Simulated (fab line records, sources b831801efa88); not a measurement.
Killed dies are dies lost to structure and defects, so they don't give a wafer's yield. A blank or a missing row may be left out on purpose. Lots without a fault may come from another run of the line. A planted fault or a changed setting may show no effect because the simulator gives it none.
Which tool did it? | flow sky130 | 13 lots, 39 wafers sampled, at 2 steps of a route of 708

WHAT THE GAUGES READ, wafer by wafer
SKY_SONOS_ONO_THK_MEAS_03. Usual: SONOS_ONO_CVD_02_THK 10.55 nm, standard deviation 0.13.
lot  | measured     | on            | SONOS_ONO_CVD_02_THK (nm) | flag
L135 | day 11 21:01 | film_metro-01 | 10.49 10.39 10.39         |
L136 | day 12 04:45 | film_metro-02 | 10.48 10.43 10.47         |
L137 | day 12 22:27 | film_metro-02 | 10.50 10.56 10.60         |
L138 | day 13 15:37 | film_metro-03 | 10.65 10.56 10.60         |
L139 | day 13 17:12 | film_metro-03 | 10.61 10.69 10.61         |
L140 | day 13 21:36 | film_metro-01 | 10.60 10.59 10.69         |
L142 | day 14 15:29 | film_metro-03 | 10.53 10.49 10.49         |
L144 | day 15 00:44 | film_metro-02 | 10.61 10.68 10.68         |
L147 | day 15 21:45 | film_metro-02 | 10.70 10.45 10.74         |
L148 | day 16 12:10 | film_metro-01 | 10.60 10.60 10.65         |
L155 | day 18 21:40 | film_metro-03 | 10.49 10.53 10.69         |
L156 | day 19 01:57 | film_metro-03 | 10.28 10.35 10.32         |
L157 | day 19 12:05 | film_metro-03 | 10.26 10.22 10.38         |

SKY_SONOS_ONO_CD_MEAS_13: target cd 410 nm. Usual: cd_nm 410.2 nm, standard deviation 1.9.
lot  | measured     | on        | cd_nm (nm)        | flag
L135 | day 12 23:14 | cd_sem-02 | 410.4 409.7 410.9 |
L136 | day 13 07:17 | cd_sem-01 | 412.6 414.2 413.2 |
L137 | day 14 00:52 | cd_sem-02 | 410.7 410.9 410.6 |
L138 | day 14 17:50 | cd_sem-01 | 410.2 410.0 412.1 |
L139 | day 14 19:08 | cd_sem-02 | 407.9 408.9 409.5 |
L140 | day 15 00:19 | cd_sem-01 | 409.6 408.8 407.0 |
L142 | day 15 19:38 | cd_sem-02 | 410.9 411.0 410.1 |
L144 | day 16 05:34 | cd_sem-01 | 407.2 409.4 411.7 |
L147 | day 17 02:47 | cd_sem-01 | 407.7 407.4 408.0 |
L148 | day 17 17:05 | cd_sem-01 | 410.1 411.5 412.1 |
L155 | day 20 06:02 | cd_sem-01 | 412.6 410.3 412.5 |
L156 | day 20 10:11 | cd_sem-02 | 412.2 412.8 413.2 |
L157 | day 20 20:10 | cd_sem-02 | 412.8 412.3 414.5 |

WHICH TOOL RAN EACH LOT (tool, then ch and the chambers of the sampled wafers, then the start)
The record holds no process step before these readings.

WHAT THE TOOLS THEMSELVES READ (means of the sampled wafers that have a number; where no wafer has one, the mark that the record gives instead)
The record holds no such reading with a usual standard deviation.

THE ANSWER, worked out from the rows above alone
Rule: a lot is off if the mean of its wafers that have a number lies more than 3 standard deviations from the usual mean. A lot without any number at a reading at which 4 lots or more have one is off too. The other lots that the step has rows for count as sound. The gauges are gone through in route order, then the tools' own readings, and for those a lot's mean is taken as printed above. The first step at which some lot is off is used, and at that step the reading that is off furthest; a lot without a number counts as furthest.
No lot is off at any reading shown: from this, nothing can be told.

WHAT THE SIMULATOR HAD PUT IN
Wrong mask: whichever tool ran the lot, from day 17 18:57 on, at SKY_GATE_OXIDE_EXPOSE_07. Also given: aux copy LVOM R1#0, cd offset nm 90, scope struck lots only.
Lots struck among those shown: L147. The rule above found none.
